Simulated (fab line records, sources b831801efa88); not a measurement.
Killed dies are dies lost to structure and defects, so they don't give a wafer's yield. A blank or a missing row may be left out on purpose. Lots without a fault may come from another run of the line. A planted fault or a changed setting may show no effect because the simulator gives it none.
A struck lot beside a sound one | flow sky130 | 14 steps out of a route of 708
Sound: wafers L564.2, L564.3, L564.5. Struck: wafers L566.3, L566.4, L566.5. The cause comes at the end.
At each step with rows: each side's tool, then ch and its chambers, then its first start. Under that, the readings that differ: sound wafers | struck wafers | difference of the means | sigmas: that difference in standard deviations of wafers without a fault.
alike: readings whose means differ by less than 2 such deviations, and words and numbers that are the same on both sides. not compared: withheld readings, readings that some wafer has no value for, bounds like >300 that may hide the same value, and numbers for which the record gives no deviation and whose values overlap.
The two part at a step that has a row with sigmas, a row that says differs or no value, or rows on one side only. Numbers that don't overlap but have no deviation are shown without sigmas and don't part them. A reading that every wafer of one side lacks parts them only if that side has two wafers or more.

SKY_METAL5_STRIP_16: strips in O2/N2.
  sound on plasma_asher-01 ch 0,1, day 44 17:04; struck on plasma_asher-03 ch 0,1, day 45 12:15
  alike: drypump_motor_current_A, oes_product_au, strip_time_to_endpoint_s
  not compared: rf_hours_counter_h
then, 3 steps without rows for these wafers: SKY_METAL5_STRIP_17 (strips in post etch residue remover, time 1200 s); SKY_METAL5_CLEAN_18 (cleans in IPA, time 180 s); SKY_METAL5_CLEAN_19 (cleans in O3/DIW).
SKY_PASSIVATION_CVD_00: deposits SiO2, target thk 90 nm.
  sound on pecvd-03 ch 0,1,2, day 44 17:40; struck on pecvd-01 ch 0,1,2, day 45 12:51
  alike: heater_power_w, susceptor_temp_C
SKY_PASSIVATION_THK_MEAS_01:
  sound on film_metro-01, day 44 17:42; struck on film_metro-02, day 45 12:53
  alike: PASSIVATION_CVD_00_THK
SKY_PASSIVATION_CVD_02: deposits Si3N4, target thk 540 nm.
  sound on pecvd-02 ch 0,1,2, day 44 17:45; struck on pecvd-02 ch 0,1,2, day 45 12:56
  alike: heater_power_w, susceptor_temp_C
SKY_PASSIVATION_THK_MEAS_03:
  sound on film_metro-01, day 44 17:59; struck on film_metro-02, day 45 13:11
  alike: PASSIVATION_CVD_02_THK
then, 4 steps without rows for these wafers: SKY_PASSIVATION_DEHYDRATE_04 (time 60 s); SKY_PASSIVATION_HMDS_05 (prime time 60 s); SKY_PASSIVATION_COAT_06 (resist thk 3000 nm); SKY_PASSIVATION_SOFTBAKE_07.
SKY_PASSIVATION_EXPOSE_08: exposes mask NSM, target cd 3000 nm.
  sound on iline_stepper-02 ch 0, day 45 04:40; struck on iline_stepper-01, day 46 00:02
  no value came back on the struck wafers for exposure_dose_mJ_cm2, focus_offset_nm (nm), na; on the sound wafers exposure_dose_mJ_cm2 reads 260.08 260.17 260.14
  alike: mask
then, 1 step without rows for these wafers: SKY_PASSIVATION_PEB_09.

WHERE THEY PART
Only at SKY_PASSIVATION_EXPOSE_08, within this record.

WHY: what the simulator had put in
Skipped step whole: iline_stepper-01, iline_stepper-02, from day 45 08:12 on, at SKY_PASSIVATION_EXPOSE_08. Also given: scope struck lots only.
